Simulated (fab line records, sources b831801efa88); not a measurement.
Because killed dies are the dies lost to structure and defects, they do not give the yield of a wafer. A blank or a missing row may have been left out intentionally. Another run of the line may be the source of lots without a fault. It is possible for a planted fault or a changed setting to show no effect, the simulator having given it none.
fab line records    flow sky130
[record] lots = 15  wafers = 45  last-day = 50
route steps=708 shown LDD_HVP@287 SD_N@354 LI_CONTACT@373
lots that met no fault: taken from a fault-free run of the same line
start-h: hours from the record's opening day to when the first of the lot's shown wafers began    wait-h: how many hours have passed since the lot's step before this one    " as in the row above    L1.1+2: one row covering several wafers at once    - no value present, or no start provided    * or withheld: withheld    < > ~ a bound
route shown NAME@n: names a module that has steps shown in the file, with the first one's number in the route    usual: mean/standard deviation of fault-free wafers    same: alike in all rows    chamber/n: place in a boat    sites: per-site readings    _std_site: standard deviation across them    _edge_site: the outer-site mean with the inner-site mean subtracted    radius-mm: how far each site lies from the wafer's centre    mask NAME#n: copy n    behind: the most recent tool/chamber to have shaped the wafer    hold: what put the lot on hold/how long, in hours/how the hold closed    device: the transistor (n, p or np) that didn't switch    end of line: at the end of the route, the tests of the same wafers    for a step that has no rows: nothing shown but its recipe    killed: count of dies lost to structure and defects at first sort (not the wafer's yield)    map: per-die view of a wafer (x killed, . not killed, _ where there is no die)
set.NAME: the run value of the setting; set.NAME@STEP: its run value at that earlier step    model.NAME: the simulator's own value behind a step, which no gauge read
the route's steps for a sample of lots (tables are steps, rows are wafers)
services: the hour from which a tool's chamber was out of use, counted from the record's first day as start-h (under 0 if before that day), plus the number of hours and why
[[steps]]
[step SKY_LDD_HVP_STRIP_09]
[recipe] chemistry = O2/N2  power-w = 1400  pressure-mtorr = 1500  platen-temp-c = withheld  o2-flow-sccm = 3000  n2-flow-sccm = 300  overash-fraction = 0.5
[usual] drypump-motor-current-A = 5.7/0.49  oes-product-au = 0.408/0.0048  strip-time-to-endpoint-s = 4.135/0.016
lot.wafer  tool             chamber  start-h  wait-h  drypump-motor-current-A  oes-product-au  rf-hours-counter-h  strip-time-to-endpoint-s
L949.2     plasma-asher-03  1        500.61   0.1     6.5                      0.406           38                  4.132
L949.3     "                1        "        "       6.6                      0.411           -                   4.110
L949.6     "                0        "        "       5.8                      0.407           -                   4.134
L950.2     plasma-asher-03  0        511.61   0.1     5.9                      0.404           39                  4.126
L950.3     "                1        "        "       6.6                      0.406           -                   4.123
L950.4     "                0        "        "       5.9                      0.411           -                   4.112
L951.2     plasma-asher-03  1        522.35   0.1     6.5                      0.404           41                  4.127
L951.4     "                1        "        "       6.5                      0.409           -                   4.141
L951.5     "                1        "        "       6.5                      0.416           -                   4.114
L952.1     plasma-asher-02  1        525.91   0.1     5.5                      0.399           71                  4.131
L952.3     "                1        "        "       5.5                      0.414           -                   4.160
L952.5     "                1        "        "       5.4                      0.415           -                   4.124
L953.1     plasma-asher-02  1        544.91   0.1     5.4                      0.404           72                  4.148
L953.4     "                0        "        "       5.8                      0.414           -                   4.157
L953.6     "                0        "        "       5.9                      0.414           -                   4.184
L954.1     plasma-asher-03  1        556.61   0.1     6.5                      0.395           44                  4.135
L954.3     "                1        "        "       6.5                      0.409           -                   4.149
L954.6     "                1        "        "       6.5                      0.408           -                   4.149
L955.1     plasma-asher-01  0        562.56   0.1     5.2                      0.411           15                  4.133
L955.3     "                0        "        "       5.2                      0.413           -                   4.121
L955.4     "                1        "        "       5.2                      0.411           -                   4.113
L960.1     plasma-asher-02  0        601.30   0.1     5.9                      0.398           78                  4.164
L960.3     "                1        "        "       5.5                      0.405           -                   4.158
L960.6     "                0        "        "       5.9                      0.407           -                   4.140
L959.1     plasma-asher-01  0        604.40   0.1     5.2                      0.415           19                  4.131
L959.4     "                0        "        "       5.3                      0.412           -                   4.138
L959.5     "                1        "        "       5.2                      0.407           -                   4.116
L961.1     plasma-asher-01  0        617.70   0.1     5.2                      0.409           20                  4.111
L961.4     "                1        "        "       5.2                      0.401           -                   4.087
L961.5     "                1        "        "       5.1                      0.409           -                   4.101
L965.1     plasma-asher-01  1        640.25   0.1     5.2                      0.404           23                  4.122
L965.2     "                0        "        "       5.2                      0.410           23                  4.095
L965.5     "                1        "        "       5.2                      0.412           -                   4.110
L966.1     plasma-asher-03  1        650.91   0.1     6.5                      0.404           54                  4.121
L966.4     "                1        "        "       6.5                      0.404           -                   4.117
L966.6     "                1        "        "       6.5                      0.406           -                   4.138
L967.1     plasma-asher-02  0        661.50   0.1     5.8                      0.404           81                  4.146
L967.2     "                1        "        "       5.4                      0.413           81                  4.154
L967.3     "                0        "        "       5.9                      0.400           -                   4.132
L969.1     plasma-asher-03  0        680.86   0.1     5.9                      0.414           57                  4.138
L969.2     "                1        "        "       6.5                      0.398           57                  4.150
L969.6     "                0        "        "       5.9                      0.405           -                   4.156
L971.3     plasma-asher-03  1        698.84   0.1     6.5                      0.406           -                   4.129
L971.4     "                0        "        "       5.9                      0.407           -                   4.165
L971.5     "                1        "        "       6.5                      0.414           -                   4.145
[step SKY_SD_N_TW_MEAS_12]
[usual] SD_N_TW = 4021/23
lot.wafer  tool           chamber  start-h  wait-h  SD_N_TW
L949.2     film-metro-01  -        649.38   0.1     4019
L949.3     "              -        "        "       4059
L949.6     "              -        "        "       4052
L950.2     film-metro-03  -        659.35   0.1     4028
L950.3     "              -        "        "       4031
L950.4     "              -        "        "       4037
L951.2     film-metro-04  -        671.88   0.1     4002
L951.4     "              -        "        "       3994
L951.5     "              -        "        "       3991
L952.1     film-metro-04  -        676.34   0.1     4010
L952.3     "              -        "        "       4035
L952.5     "              -        "        "       4022
L953.1     film-metro-03  -        692.59   0.1     4027
L953.4     "              -        "        "       4044
L953.6     "              -        "        "       4044
L954.1     film-metro-01  -        705.48   0.1     4023
L954.3     "              -        "        "       4006
L954.6     "              -        "        "       4036
L955.1     film-metro-04  -        708.13   0.1     4005
L955.3     "              -        "        "       3996
L955.4     "              -        "        "       4010
L960.1     film-metro-04  -        746.34   0.1     4020
L960.3     "              -        "        "       4026
L960.6     "              -        "        "       4035
L959.1     film-metro-03  -        750.69   0.1     4061
L959.4     "              -        "        "       4059
L959.5     "              -        "        "       4060
L961.1     film-metro-04  -        764.24   0.1     4023
L961.4     "              -        "        "       4015
L961.5     "              -        "        "       4007
L965.1     film-metro-04  -        783.54   0.1     3982
L965.2     "              -        "        "       3991
L965.5     "              -        "        "       3988
L966.1     film-metro-04  -        795.23   0.1     3983
L966.4     "              -        "        "       4034
L966.6     "              -        "        "       4019
L967.1     film-metro-03  -        803.49   0.1     4001
L967.2     "              -        "        "       4022
L967.3     "              -        "        "       4014
L969.1     film-metro-03  -        822.09   0.1     4035
L969.2     "              -        "        "       4034
L969.6     "              -        "        "       4049
L971.3     film-metro-01  -        838.89   0.1     4054
L971.4     "              -        "        "       4038
L971.5     "              -        "        "       4038
[step SKY_LI_CONTACT_DEVELOP_11]
[recipe] develop-time-s = 60  resist = KrF-thick  dev-temp-c = 21
[usual] chill-plate-temp-C = 22.99/0.11  develop-time-s = 60/0
lot.wafer  tool            chamber  start-h  wait-h  chill-plate-temp-C  develop-time-s
L949.2     litho-track-01  0        678      -       23.16               60
L949.3     "               0        "        "       23.03               60
L949.6     "               0        "        "       23.00               60
L950.2     litho-track-01  0        687      -       22.95               60
L950.3     "               0        "        "       23.02               60
L950.4     "               0        "        "       22.95               60
L951.2     litho-track-04  0        701      -       23.05               60
L951.4     "               0        "        "       23.09               60
L951.5     "               0        "        "       23.11               60
L952.1     litho-track-04  0        705      -       22.92               60
L952.3     "               0        "        "       23.10               60
L952.5     "               0        "        "       23.06               60
L953.1     litho-track-04  0        722      -       23.21               60
L953.4     "               0        "        "       23.07               60
L953.6     "               0        "        "       23.03               60
L954.1     litho-track-04  0        734      -       22.95               60
L954.3     "               0        "        "       23.14               60
L954.6     "               0        735      -       23.03               60
L955.1     litho-track-04  0        737      -       23.11               60
L955.3     "               0        "        "       23.07               60
L955.4     "               0        "        "       22.98               60
L960.1     litho-track-04  -        774      -       -                   -
L960.3     "               -        "        "       -                   -
L960.6     "               -        "        "       -                   -
L959.1     litho-track-04  -        779      -       -                   -
L959.4     "               -        "        "       -                   -
L959.5     "               -        "        "       -                   -
L961.1     litho-track-01  -        791      -       -                   -
L961.4     "               -        "        "       -                   -
L961.5     "               -        792      -       -                   -
L965.1     litho-track-01  0        810      -       22.82               60
L965.2     "               0        "        "       22.98               60
L965.5     "               0        "        "       22.98               60
L966.1     litho-track-02  0        822      -       22.88               60
L966.4     "               0        "        "       23.02               60
L966.6     "               0        "        "       22.86               60
L967.1     litho-track-01  0        830      -       22.89               60
L967.2     "               0        "        "       22.97               60
L967.3     "               0        "        "       22.84               60
L969.1     litho-track-01  0        849      -       23.07               60
L969.2     "               0        "        "       22.99               60
L969.6     "               0        "        "       23.22               60
L971.3     litho-track-02  0        866      -       23.00               60
L971.4     "               0        "        "       23.09               60
L971.5     "               0        "        "       22.83               60
[step SKY_LI_CONTACT_SPUTTER_20]
[recipe] material = TiN  target-thk-nm = 20  chamber-pressure-pa = 5  power-w = 4000  time-s = 80
[usual] cathode-dc-power-W = 4000.0/0.72  chamber-pressure-pa = 5.000/0.01  throttle-valve-pct = 30.0/1.2
lot.wafer  tool            chamber  start-h  wait-h  cathode-dc-power-W  chamber-pressure-pa  throttle-valve-pct
L949.2     pvd-sputter-01  -        679.58   0.0     4001.7              4.999                28.9
L949.3     "               -        "        "       4000.7              4.991                32.1
L949.6     "               -        "        "       3999.0              5.003                31.2
L950.2     pvd-sputter-03  -        688.59   0.0     4000.2              4.997                29.8
L950.3     "               -        "        "       4000.7              5.011                30.3
L950.4     "               -        "        "       3999.2              5.000                31.4
L951.2     pvd-sputter-01  -        701.90   0.0     4000.8              5.007                31.1
L951.4     "               -        "        "       4000.1              5.001                32.0
L951.5     "               -        "        "       3999.4              4.979                31.2
L952.1     pvd-sputter-03  -        706.63   0.0     3999.0              4.986                29.9
L952.3     "               -        "        "       4000.8              4.996                31.3
L952.5     "               -        "        "       4001.6              4.977                29.4
L953.1     pvd-sputter-03  -        723.48   0.0     3999.5              5.002                28.1
L953.4     "               -        "        "       4001.6              4.982                29.8
L953.6     "               -        "        "       3999.7              5.000                30.1
L954.1     pvd-sputter-04  -        737.31   0.0     3999.2              5.010                28.9
L954.3     "               -        "        "       3999.8              4.995                30.7
L954.6     "               -        "        "       3999.5              5.017                29.0
L955.1     pvd-sputter-01  -        738.49   0.0     4000.4              5.003                27.9
L955.3     "               -        "        "       3998.4              4.996                29.1
L955.4     "               -        "        "       3999.9              4.978                32.1
L960.1     pvd-sputter-04  -        775.43   0.0     3999.9              5.000                28.5
L960.3     "               -        "        "       3999.6              4.994                30.3
L960.6     "               -        "        "       3999.0              5.017                28.9
L959.1     pvd-sputter-01  -        780.55   0.0     3999.4              4.998                32.1
L959.4     "               -        "        "       4000.2              5.016                31.1
L959.5     "               -        "        "       3999.9              5.002                28.9
L961.1     pvd-sputter-04  -        792.74   0.0     4001.1              5.005                28.8
L961.4     "               -        "        "       3999.2              4.983                30.7
L961.5     "               -        "        "       3999.2              5.018                30.3
L965.1     pvd-sputter-01  -        811.39   0.0     3999.8              4.995                31.8
L965.2     "               -        "        "       4000.3              4.996                28.1
L965.5     "               -        "        "       4000.4              4.988                29.1
L966.1     pvd-sputter-01  -        823.19   0.0     4000.5              5.002                31.1
L966.4     "               -        "        "       3999.2              4.989                29.2
L966.6     "               -        "        "       3999.0              4.984                29.2
L967.1     pvd-sputter-04  -        831.73   0.0     3998.8              5.009                30.7
L967.2     "               -        "        "       3999.3              4.988                31.2
L967.3     "               -        "        "       4000.2              4.998                30.4
L969.1     pvd-sputter-03  -        849.88   0.0     3999.6              4.985                28.4
L969.2     "               -        "        "       3999.5              4.995                31.3
L969.6     "               -        "        "       4000.2              4.995                28.3
L971.3     pvd-sputter-03  -        867.30   0.0     4001.4              5.006                30.2
L971.4     "               -        "        "       3999.4              5.005                29.8
L971.5     "               -        "        "       4000.1              4.995                30.3
[[services]]
tool             chamber  start-h  hours  kind
pvd-sputter-04   -        486.06   0.7    repair
pvd-sputter-01   -        501.66   0.9    repair
plasma-asher-01  -        565.73   2.4    repair
pvd-sputter-04   -        572.00   5.6    repair
plasma-asher-03  -        584.37   3.5    repair
plasma-asher-02  -        599.76   0.6    repair
plasma-asher-02  -        617.27   24.5   repair
pvd-sputter-03   -        622.81   4.2    repair
pvd-sputter-03   -        677.96   0.5    repair
plasma-asher-01  -        679.05   14.7   repair
plasma-asher-02  -        691.80   0.5    repair
plasma-asher-01  -        693.75   2.8    pm
pvd-sputter-04   -        699.35   7.9    repair
plasma-asher-01  -        709.86   2.4    repair
pvd-sputter-01   -        714.41   0.7    repair
plasma-asher-01  -        738.93   9.2    repair
pvd-sputter-01   -        761.43   2.8    repair
pvd-sputter-01   -        796.74   4.7    repair
plasma-asher-02  -        812.74   3.3    repair
[[key]]
[first-sign] step = SKY_LI_CONTACT_DEVELOP_11  reading = tool-record  direction = missing
effect none on later readings
met-at SKY_LI_CONTACT_DEVELOP_11
struck-lots L959,L960,L961
later-rows-left-out L959.1,L959.4,L959.5,L960.1,L960.3,L960.6,L961.1,L961.4,L961.5
sort-left-out L959.1,L959.4,L959.5,L960.1,L960.3,L960.6,L961.1,L961.4,L961.5
tester-left-out L959,L960,L961
not-acting-at SKY_LDD_HVP_STRIP_09,SKY_SD_N_TW_MEAS_12,SKY_LI_CONTACT_SPUTTER_20
onset-between 737 774
[fault] kind = skipped-step-whole  tool = litho-track-01,litho-track-04  chamber = -  onset-h = 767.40  steps = SKY_LI_CONTACT_DEVELOP_11  scope = struck-lots-only
// tester-left-out: of these lots the tester's yield and bins aren't shown, on N5 and GAA mostly nor the transistor test; their killed dies are dies lost to structure and defects alone, not to doping, threshold or leakage, so they don't give the yield
// sort-left-out: the simulated sort isn't trusted on such a fault, so these wafers' sort isn't shown, and their yield isn't known
// later-rows-left-out: the simulator's readings of these wafers behind a module that went badly wrong aren't trusted and aren't shown, but for the sort
